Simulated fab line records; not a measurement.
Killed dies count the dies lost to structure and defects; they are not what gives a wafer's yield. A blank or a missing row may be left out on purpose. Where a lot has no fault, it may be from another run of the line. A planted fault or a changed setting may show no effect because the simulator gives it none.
fab line records ; flow sky130
record lots=5; wafers=15; last_day=49
route steps=708 shown METAL3@570 VIA3@573 PAD_OPEN@708
lots that met no fault: from a run of the same line without faults
start_h: the number of hours between the record's first day and the start of the first shown wafer of the lot ; wait_h: how many hours have passed since the lot's step before this one ; " as in the row above ; L1.1+2: a single row standing in for several wafers ; - no value, or no start was given ; * or withheld: withheld ; < > ~ a bound
route shown NAME@n: NAME is a module with steps in the file, n the number in the route of the first one ; usual: the fault-free wafers' mean and standard deviation ; same: alike in all rows ; chamber/n: place in a boat ; sites: per-site readings ; _std_site: the standard deviation of these ; _edge_site: mean of outer sites minus mean of inner sites ; radius_mm: how far each site lies from the wafer's centre ; mask NAME#n: copy n ; behind: tool/chamber where the wafer was last shaped ; hold: why the lot was held/for how many hours/how that ended ; device: the n, p or np transistor that did not switch ; end of line: tests run on the same wafers once the route is complete ; a step given without rows: its recipe and nothing more ; killed: at the first sort, the dies lost to defects and structure; wafer yield is something else ; map: a wafer's dies, marking killed ones x, the rest . and places with no die _
set.NAME: the setting as run; set.NAME@STEP: as run at that earlier step ; model.NAME: the simulator's own value behind a step, which no gauge read
certain route steps with their lots: each step a table, each wafer a row
services: from which hour (start_h, from the record's first day; less than 0 if before it) a tool's chamber was out of use, for how many hours, and why
## steps
# step SKY_METAL3_STRIP_20
# recipe chemistry=post_etch_residue_remover; time_s=1200; temp_c=72.5
# step SKY_METAL3_CLEAN_21
# recipe chemistry=IPA; time_s=180; temp_c=25
# step SKY_METAL3_CLEAN_22
# recipe chemistry=O3/DIW; dry=n2_spin
# step SKY_VIA3_HDPCVD_00
# recipe material=SiO2; target_thk_nm=1635; sigma_open_frac=0.3; time_s=272.5; temp_c=400; sih4_flow_sccm=60; pressure_mtorr=6
# step SKY_VIA3_THK_MEAS_01
# recipe reads=SiO2_of_VIA3_HDPCVD_00
# usual VIA3_HDPCVD_THK=1640/18
lot.wafer;tool;chamber;start_h;wait_h;VIA3_HDPCVD_THK[nm]
L494.1;film_metro-04;-;937.44;0.1;1656
L494.2;film_metro-04;-;937.44;0.1;1643
L494.3;film_metro-04;-;937.44;0.1;1642
L497.1;film_metro-01;-;960.41;0.1;1600
L497.3;film_metro-01;-;960.41;0.1;1626
L497.4;film_metro-01;-;960.41;0.1;1616
L502.1;film_metro-04;-;997.33;0.1;1627
L502.3;film_metro-04;-;997.33;0.1;1629
L502.5;film_metro-04;-;997.33;0.1;1608
L503.1;film_metro-01;-;998.77;0.1;1635
L503.2;film_metro-01;-;998.77;0.1;1652
L503.5;film_metro-01;-;998.77;0.1;1642
L507.2;film_metro-01;-;1029.94;0.1;1637
L507.3;film_metro-01;-;1029.94;0.1;1624
L507.5;film_metro-01;-;1029.94;0.1;1618
# step SKY_VIA3_CMP_02
# recipe material=SiO2; down_force_psi=4; platen_rpm=60; pad_velocity_m_s=0.94248
# usual motor_current_A=11.8/1.1
lot.wafer;tool;chamber;start_h;wait_h;motor_current_A
L494.1;cmp-02;2;937.55;0.1;10.2
L494.2;cmp-02;3;937.55;0.1;13.5
L494.3;cmp-02;0;937.55;0.1;10.1
L497.3;cmp-01;0;960.47;0.0;12.8
L497.1;cmp-01;1;960.47;0.0;11.5
L497.4;cmp-01;2;960.47;0.0;11.4
L502.3;cmp-01;0;997.44;0.1;13.3
L502.1;cmp-01;2;997.44;0.1;11.1
L502.5;cmp-01;0;997.44;0.1;12.9
L503.2;cmp-01;3;998.93;0.1;12.4
L503.1;cmp-01;0;998.93;0.1;12.6
L503.5;cmp-01;2;998.93;0.1;11.7
L507.3;cmp-01;3;1029.99;0.0;12.1
L507.2;cmp-01;1;1029.99;0.0;11.0
L507.5;cmp-01;0;1029.99;0.0;12.8
# step SKY_VIA3_BOW_MEAS_03
# recipe mode=bow
# usual VIA3_BOW=81/7.2
lot.wafer;tool;chamber;start_h;wait_h;VIA3_BOW[um]
L494.1;film_metro-03;-;937.80;0.2;85
L494.2;film_metro-03;-;937.80;0.2;91
L494.3;film_metro-03;-;937.80;0.2;77
L497.1;film_metro-01;-;960.77;0.2;78
L497.3;film_metro-01;-;960.77;0.2;89
L497.4;film_metro-01;-;960.77;0.2;93
L502.1;film_metro-01;-;997.69;0.1;81
L502.3;film_metro-01;-;997.69;0.1;80
L502.5;film_metro-01;-;997.69;0.1;96
L503.1;film_metro-01;-;999.13;0.1;77
L503.2;film_metro-01;-;999.13;0.1;64
L503.5;film_metro-01;-;999.13;0.1;81
L507.2;film_metro-01;-;1030.31;0.2;82
L507.3;film_metro-01;-;1030.31;0.2;97
L507.5;film_metro-01;-;1030.31;0.2;72
# step SKY_VIA3_DEHYDRATE_04
# recipe temp_c=200; time_s=60
# step SKY_VIA3_HMDS_05
# recipe prime_time_s=60; prime_temp_c=120
# step SKY_VIA3_COAT_06
# recipe resist=BARC; temp_c=withheld; time_s=withheld; spin_rpm=3000; resist_thk_nm=60
# step SKY_VIA3_COAT_07
# recipe resist=KrF-thick; spin_rpm=3000; resist_thk_nm=450
# step SKY_VIA3_SOFTBAKE_08
# recipe temp_c=100; time_s=90; resist=KrF-thick
# step SKY_VIA3_EXPOSE_09
# recipe mask_id=VIM3; na=0.8; source_shape=annular; sigma_inner=0.55; sigma_outer=0.85; target_cd_nm=200; dose_mj=38
# usual exposure_dose_mJ_cm2=37.94/0.05
lot.wafer;tool;chamber;start_h;wait_h;mask;exposure_dose_mJ_cm2
L494.1;krf_scanner-02;0;950.08;-;VIM3#0;37.87
L494.2;krf_scanner-02;0;950.08;-;VIM3#0;37.90
L494.3;krf_scanner-02;0;950.08;-;VIM3#0;37.89
L497.1;krf_scanner-01;0;973.18;-;VIM3#0;37.99
L497.3;krf_scanner-01;0;973.18;-;VIM3#0;38.00
L497.4;krf_scanner-01;0;973.18;-;VIM3#0;37.99
L502.1;krf_scanner-01;0;1009.56;-;VIM3#0;38.01
L502.3;krf_scanner-01;0;1009.56;-;VIM3#0;37.98
L502.5;krf_scanner-01;0;1009.56;-;VIM3#0;37.96
L503.1;krf_scanner-01;0;1011.13;-;VIM3#0;38.01
L503.2;krf_scanner-01;0;1011.13;-;VIM3#0;38.02
L503.5;krf_scanner-01;0;1011.13;-;VIM3#0;38.01
L507.2;krf_scanner-02;0;1041.69;-;VIM3#0;38.94
L507.3;krf_scanner-02;0;1041.69;-;VIM3#0;38.98
L507.5;krf_scanner-02;0;1041.69;-;VIM3#0;39.02
# step SKY_VIA3_PEB_10
# recipe peb_temp_c=withheld; peb_time_s=withheld; resist=KrF-thick
# step SKY_VIA3_DEVELOP_11
# recipe develop_time_s=60; resist=KrF-thick; dev_temp_c=21
# step SKY_VIA3_CD_MEAS_12
# recipe target_cd_nm=200
# usual cd_nm=199.7/1.5
lot.wafer;tool;chamber;start_h;wait_h;cd_nm
L494.1;cd_sem-01;-;962.14;-;200.1
L494.2;cd_sem-01;-;962.14;-;199.9
L494.3;cd_sem-01;-;962.14;-;200.6
L497.1;cd_sem-02;-;984.89;-;198.4
L497.3;cd_sem-02;-;984.89;-;200.0
L497.4;cd_sem-02;-;984.89;-;199.7
L502.1;cd_sem-02;-;1020.83;-;200.7
L502.3;cd_sem-02;-;1020.83;-;199.7
L502.5;cd_sem-02;-;1020.83;-;200.9
L503.1;cd_sem-01;-;1022.10;-;201.6
L503.2;cd_sem-01;-;1022.10;-;200.7
L503.5;cd_sem-01;-;1022.10;-;200.5
L507.2;cd_sem-01;-;1052.10;-;168.3
L507.3;cd_sem-01;-;1052.10;-;176.1
L507.5;cd_sem-01;-;1052.10;-;191.0
# step SKY_VIA3_OVL_MEAS_13
# usual VIA3_OVL=-5/5.2
lot.wafer;tool;chamber;start_h;wait_h;VIA3_OVL[nm]
L494.1;overlay-02;-;962.26;0.1;2
L494.2;overlay-02;-;962.26;0.1;-9
L494.3;overlay-02;-;962.26;0.1;-7
L497.1;overlay-01;-;985.01;0.1;-4
L497.3;overlay-01;-;985.01;0.1;-12
L497.4;overlay-01;-;985.01;0.1;-10
L502.1;overlay-02;-;1020.95;0.1;-11
L502.3;overlay-02;-;1020.95;0.1;-9
L502.5;overlay-02;-;1020.95;0.1;-3
L503.1;overlay-02;-;1022.22;0.1;0
L503.2;overlay-02;-;1022.22;0.1;-1
L503.5;overlay-02;-;1022.22;0.1;-1
L507.2;overlay-01;-;1052.21;0.1;-7
L507.3;overlay-01;-;1052.21;0.1;-4
L507.5;overlay-01;-;1052.21;0.1;-8
# step SKY_VIA3_ETCH_14
# recipe chemistry=N2/H2; target=BARC; ion_energy_ev=200; source_w=500; bias_w=100; pressure_mtorr=30; n2_flow_sccm=100; h2_flow_sccm=200; stop_on=SiO2; time_s=45.9; target_depth_a=600
# usual drypump_motor_current_A=5.9/0.38; oes_product_au=0.854/0.0053; throttle_valve_pct=13.225/0.0092
lot.wafer;tool;chamber;start_h;wait_h;drypump_motor_current_A;oes_product_au;rf_hours_counter_h;throttle_valve_pct;model.VIA3.cd_nm
L494.1;rie_diel-04;1;962.29;0.0;6.2;0.842;12;13.217;200.5
L494.2;rie_diel-04;3;962.29;0.0;5.9;0.856;18;13.230;199.6
L494.3;rie_diel-04;0;962.29;0.0;5.8;0.852;9;13.229;200
L497.1;rie_diel-01;3;985.05;0.0;5.1;0.854;11;13.233;197.9
L497.3;rie_diel-01;2;985.05;0.0;5.4;0.861;6;13.236;199.6
L497.4;rie_diel-01;1;985.05;0.0;5.6;0.855;20;13.230;200.5
L502.1;rie_diel-01;1;1020.99;0.0;5.6;0.851;22;13.234;200.7
L502.3;rie_diel-01;0;1020.99;0.0;5.9;0.853;10;13.225;200.1
L502.5;rie_diel-01;1;1020.99;0.0;5.6;0.846;-;13.230;200.6
L503.1;rie_diel-01;2;1022.26;0.0;5.4;0.864;8;13.214;201.3
L503.2;rie_diel-01;1;1022.26;0.0;5.6;0.860;22;13.215;201
L503.5;rie_diel-01;0;1022.26;0.0;5.9;0.848;-;13.232;201.6
L507.2;rie_diel-04;1;1052.24;0.0;6.2;0.853;14;13.229;168.7
L507.3;rie_diel-04;3;1052.24;0.0;5.9;0.860;21;13.214;175.6
L507.5;rie_diel-04;1;1052.24;0.0;6.2;0.849;-;13.229;191.2
# step SKY_VIA3_ETCH_15
# recipe target=SiO2; chemistry=C4F8/O2/Ar; target_depth_nm=507; stop_on=TiN; mask_material=KrF-thick; source_w=1500; bias_w=1200; pressure_mtorr=40; c4f8_flow_sccm=withheld; O2_flow_sccm=6; Ar_flow_sccm=300; time_s=78
# usual oes_product_au=0.941/0.0049
lot.wafer;tool;chamber;start_h;wait_h;oes_product_au;rf_hours_counter_h;model.VIA3.cd_nm
L494.1;rie_diel-04;1;962.33;0.0;0.945;12;196
L494.2;rie_diel-04;3;962.33;0.0;0.936;18;196.1
L494.3;rie_diel-04;0;962.33;0.0;0.945;9;200.1
L497.1;rie_diel-01;3;985.09;0.0;0.939;11;202.5
L497.3;rie_diel-01;2;985.09;0.0;0.946;6;204.8
L497.4;rie_diel-01;1;985.09;0.0;0.952;20;204.6
L502.1;rie_diel-01;1;1021.03;0.0;0.941;22;200.5
L502.3;rie_diel-01;0;1021.03;0.0;0.938;10;205.5
L502.5;rie_diel-01;1;1021.03;0.0;0.938;-;201.7
L503.1;rie_diel-01;2;1022.30;0.0;0.937;8;201.8
L503.2;rie_diel-01;1;1022.30;0.0;0.942;22;198.9
L503.5;rie_diel-01;0;1022.30;0.0;0.940;-;203.9
L507.2;rie_diel-04;1;1052.28;0.0;0.933;15;168.8
L507.3;rie_diel-04;3;1052.28;0.0;0.936;21;175.9
L507.5;rie_diel-04;1;1052.28;0.0;0.940;-;193.1
# step SKY_VIA3_STRIP_16
# recipe chemistry=O2/N2; power_w=1400; pressure_mtorr=1500; platen_temp_c=withheld; o2_flow_sccm=3000; n2_flow_sccm=300; overash_fraction=0.5
# usual drypump_motor_current_A=5.7/0.49; oes_product_au=0.401/0.0048; strip_time_to_endpoint_s=4.119/0.026
lot.wafer;tool;chamber;start_h;wait_h;drypump_motor_current_A;oes_product_au;rf_hours_counter_h;strip_time_to_endpoint_s
L494.1;plasma_asher-03;1;962.39;0.0;6.1;0.400;19;4.107
L494.2;plasma_asher-03;0;962.39;0.0;5.2;0.406;19;4.117
L494.3;plasma_asher-03;1;962.39;0.0;6.1;0.395;-;4.078
L497.1;plasma_asher-04;1;985.15;0.0;5.2;0.394;117;4.093
L497.3;plasma_asher-04;0;985.15;0.0;5.0;0.407;-;4.104
L497.4;plasma_asher-04;1;985.15;0.0;5.2;0.398;-;4.123
L502.1;plasma_asher-01;0;1021.09;0.0;6.3;0.400;60;4.135
L502.3;plasma_asher-01;1;1021.09;0.0;5.6;0.401;-;4.136
L502.5;plasma_asher-01;1;1021.09;0.0;5.7;0.404;-;4.127
L503.1;plasma_asher-01;0;1022.36;0.0;6.4;0.394;61;4.113
L503.2;plasma_asher-01;1;1022.36;0.0;5.6;0.398;61;4.147
L503.5;plasma_asher-01;1;1022.36;0.0;5.6;0.396;-;4.137
L507.2;plasma_asher-01;1;1052.34;0.0;5.7;0.405;63;4.096
L507.3;plasma_asher-01;0;1052.34;0.0;6.3;0.400;-;4.088
L507.5;plasma_asher-01;1;1052.34;0.0;5.7;0.395;-;4.101
# step SKY_PAD_OPEN_PROBE_99
lot.wafer;tool;chamber;start_h;wait_h;model.etest.via3_chain.rc_ohm
L494.1;prober-02;-;1103.77;0.1;10.12
L494.2;prober-02;-;1103.82;0.1;9.999
L494.3;prober-02;-;1103.87;0.2;9.745
L497.1;prober-01;-;1120.81;0.1;9.287
L497.3;prober-01;-;1120.91;0.2;9.219
L497.4;prober-01;-;1120.96;0.2;9.413
L502.1;prober-02;-;1151.36;0.1;9.641
L502.3;prober-02;-;1151.46;0.2;8.978
L502.5;prober-02;-;1151.56;0.2;9.449
L503.1;prober-01;-;1153.76;0.1;9.675
L503.2;prober-01;-;1153.81;0.1;10.18
L503.5;prober-01;-;1153.96;0.2;9.382
L507.2;prober-01;-;1175.86;0.1;13.49
L507.3;prober-01;-;1175.91;0.2;12.15
L507.5;prober-01;-;1176.01;0.2;10.26
# killed by level:class
L494.1 VIA1:geometric_particle:open=13 VIA2:geometric_particle:open=12 LI_CONTACT:geometric_particle:open=9 CONTACT:geometric_particle:open=8 METAL1:geometric_particle:short=8 METAL2:geometric_particle:short=7 VIA3:geometric_particle:open=7 VIA1:geometric_particle:short=4
L494.2 VIA1:geometric_particle:open=11 CONTACT:geometric_particle:open=8 VIA2:geometric_particle:open=6 CONTACT:geometric_particle:short=5 LI_CONTACT:geometric_particle:open=4 VIA1:geometric_particle:short=4 VIA3:geometric_particle:open=4 POLY_GATE:geometric_particle:short=3
L494.3 VIA1:geometric_particle:open=12 VIA3:geometric_particle:open=8 VIA2:geometric_particle:open=6 LI_CONTACT:geometric_particle:open=5 METAL1:geometric_particle:short=5 VIA3:geometric_particle:short=5 CONTACT:geometric_particle:open=4 VIA1:geometric_particle:short=4
L497.1 VIA1:geometric_particle:open=13 VIA2:geometric_particle:open=9 CONTACT:geometric_particle:open=6 VIA3:geometric_particle:open=5 FIELD_ISO:geometric_particle:open=4 LI_CONTACT:geometric_particle:open=4 VIA2:geometric_particle:short=4 FIELD_ISO:geometric_particle:short=3
L497.3 VIA1:geometric_particle:open=7 POLY_GATE:geometric_particle:short=6 LI_CONTACT:geometric_particle:open=6 CONTACT:geometric_particle:open=6 METAL1:geometric_particle:short=6 METAL2:geometric_particle:short=6 VIA2:geometric_particle:open=6 FIELD_ISO:geometric_particle:short=4
L497.4 CONTACT:geometric_particle:open=13 VIA1:geometric_particle:open=7 FIELD_ISO:geometric_particle:short=6 VIA2:geometric_particle:open=6 VIA1:geometric_particle:short=6 VIA3:geometric_particle:open=6 LOCAL_INTERCONNECT:geometric_particle:short=5 METAL2:geometric_particle:short=5
L502.1 CONTACT:geometric_particle:open=14 VIA1:geometric_particle:open=12 CONTACT:geometric_particle:short=7 METAL2:geometric_particle:short=7 VIA3:geometric_particle:open=6 LOCAL_INTERCONNECT:geometric_particle:short=5 METAL1:geometric_particle:short=5 VIA1:geometric_particle:short=5
L502.3 VIA1:geometric_particle:open=18 METAL1:geometric_particle:short=7 METAL2:geometric_particle:short=6 POLY_GATE:geometric_particle:open=6 VIA3:geometric_particle:open=6 CONTACT:geometric_particle:open=5 LI_CONTACT:geometric_particle:open=4 LOCAL_INTERCONNECT:geometric_particle:short=4
L502.5 VIA2:geometric_particle:open=10 VIA1:geometric_particle:open=9 CONTACT:geometric_particle:open=8 LI_CONTACT:geometric_particle:open=7 METAL1:geometric_particle:short=7 VIA3:geometric_particle:open=6 LOCAL_INTERCONNECT:geometric_particle:short=5 METAL2:geometric_particle:short=4
L503.1 VIA3:geometric_particle:open=9 VIA1:geometric_particle:open=8 CONTACT:geometric_particle:open=7 VIA2:geometric_particle:open=7 FIELD_ISO:geometric_particle:short=5 METAL2:geometric_particle:short=5 METAL3:geometric_particle:short=5 FIELD_ISO:geometric_particle:open=4
L503.2 VIA1:geometric_particle:open=12 VIA1:geometric_particle:short=11 CONTACT:geometric_particle:open=8 METAL1:geometric_particle:short=8 LOCAL_INTERCONNECT:geometric_particle:short=7 VIA3:geometric_particle:open=5 LI_CONTACT:geometric_particle:open=4 VIA2:geometric_particle:open=4
L503.5 VIA1:geometric_particle:open=12 CONTACT:geometric_particle:open=8 VIA2:geometric_particle:open=8 CONTACT:geometric_particle:short=7 METAL1:geometric_particle:short=7 VIA3:geometric_particle:open=7 METAL2:geometric_particle:short=6 FIELD_ISO:geometric_particle:short=5
## services
tool;chamber;start_h;hours;kind
plasma_asher-03;-;914.56;0.4;repair
rie_diel-01;2;915.12;2.3;repair
cmp-01;-;916.00;-;consumable_replace:conditioner
cmp-01;-;916.00;-;consumable_replace:pad
rie_diel-04;0;924.83;5.9;repair
krf_scanner-01;-;925.52;3.6;pm
cmp-01;-;938.68;1.7;repair
krf_scanner-02;-;946.58;0.8;pm
cmp-01;-;956.46;3.9;pm
krf_scanner-02;-;960.33;1.0;pm
krf_scanner-01;-;969.16;4.0;pm
krf_scanner-02;-;972.18;4.9;repair
rie_diel-04;0;976.29;4.5;repair
plasma_asher-01;-;983.80;0.5;repair
rie_diel-04;0;1000.48;5.6;repair
cmp-01;-;1012.02;0.3;repair
plasma_asher-04;-;1012.03;1.5;repair
krf_scanner-02;-;1021.36;5.1;repair
plasma_asher-03;-;1023.49;1.2;repair
plasma_asher-03;-;1029.62;1.6;repair
rie_diel-04;3;1030.54;4.0;repair
cmp-02;-;1034.82;0.7;repair
plasma_asher-01;-;1038.17;1.8;repair
cmp-01;-;1042.46;10.5;pm
## key
first_sign step=SKY_VIA3_EXPOSE_09; reading=exposure_dose_mJ_cm2; direction=up; sigmas=21; usual=*; struck=*
effect step=SKY_VIA3_CD_MEAS_12; reading=cd_nm; direction=down; sigmas=14; usual=199.7; struck=178.5; through=control_loop
model_effect step=SKY_VIA3_ETCH_14; value=VIA3.cd_nm; without=200.6; struck=178.5
model_effect step=SKY_VIA3_ETCH_15; value=VIA3.cd_nm; without=201.4; struck=179.3
model_effect step=SKY_PAD_OPEN_PROBE_99; value=etest.via3_chain.rc_ohm; without=9.436; struck=11.97
met_at SKY_VIA3_EXPOSE_09
struck_wafers L507.2,L507.3,L507.5
sort_left_out L507.2,L507.3,L507.5
loop_trim step=SKY_VIA3_EXPOSE_09; setting=dose; lots=L507
onset_between 950.08 1041.69
fault kind=process_parameter_drift; tool=krf_scanner-02; chamber=-; onset_h=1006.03; steps=SKY_VIA3_EXPOSE_09; channel=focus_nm; offset=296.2; spread_by_wafer=0.3; shape=step; end_h=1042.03
# sort_left_out: the simulated sort isn't trusted on such a fault, so these wafers' sort isn't shown, and their yield isn't known
# loop_trim: a control loop set the setting to another value than it would have without faults
